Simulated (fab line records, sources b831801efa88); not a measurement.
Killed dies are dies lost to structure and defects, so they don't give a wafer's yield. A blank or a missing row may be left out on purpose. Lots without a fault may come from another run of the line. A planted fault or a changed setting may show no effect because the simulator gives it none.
Chamber matching | flow sky130 | SKY_VIA3_CMP_02 on cmp-02: 4 sister chambers
The step polishes SiO2. 16 wafers are shown with their chamber, then 7 later ones without.

WAFERS WITH THEIR CHAMBER
wafer  | chamber | motor_current_A (A) | head_pressure_psi (psi)
L111.1 | 2       | 12.3                | 4.013
L111.3 | 3       | 11.4                | 4.006
L111.6 | 2       | 12.3                | 4.008
L113.1 | 3       | 11.8                | 3.996
L113.2 | 1       | 11.0                | 4.006
L113.5 | 2       | 12.6                | 4.015
L115.3 | 3       | 12.0                | 4.003
L115.5 | 2       | 12.2                | 3.992
L115.6 | 3       | 11.5                | 3.988
L120.2 | 3       | 12.1                | 4.002
L120.3 | 2       | 12.3                | 4.003
L120.5 | 3       | 11.6                | 3.996
L121.2 | 0       | 10.7                | 4.003
L121.3 | 3       | 11.7                | 4.012
L121.5 | 1       | 10.5                | 4.001
L123.1 | 1       | 10.3                | 3.995

SIGNATURES (means of the wafers above)
reading           | chamber 0 | chamber 1 | chamber 2 | chamber 3 | scatter within a chamber
motor_current_A   | 10.700    | 10.600    | 12.340    | 11.729    | 0.249
head_pressure_psi | 4.00300   | 4.00067   | 4.00620   | 4.00043   | 0.008
Rule: a wafer's distance from a chamber is the root of the sum, over the readings, of the square of ((its reading less the chamber's mean) divided by the reading's scatter). The wafer belongs to the nearest chamber; if the next one is less than 2 further off, it can't be placed. The scatter: the root of (the sum of the squares of (reading less its chamber's mean) over the shown wafers, divided by (wafers less chambers)).

WAFERS WITHOUT THEIR CHAMBER
wafer  | motor_current_A (A) | head_pressure_psi (psi)
L123.2 | 12.0                | 3.992
L123.5 | 10.5                | 3.984
L122.2 | 11.1                | 4.011
L122.3 | 12.2                | 4.000
L122.4 | 10.3                | 4.004
L124.4 | 12.3                | 3.996
L124.5 | 12.0                | 3.990

WHICH CHAMBER EACH WENT THROUGH
wafer  | from the rows above          | in truth
L123.2 | can't be placed: 3 or 2      | 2
L123.5 | can't be placed: 1 or 0      | 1
L122.2 | can't be placed: 0 or 1 or 3 | 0
L122.3 | can't be placed: 2 or 3      | 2
L122.4 | can't be placed: 1 or 0      | 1
L124.4 | can't be placed: 2 or 3      | 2
L124.5 | can't be placed: 3 or 2      | 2
Placed correctly: 0 of 7. Can't be placed from these rows: 7 (the true chamber is among the candidates in 7). Placed wrongly: 0.
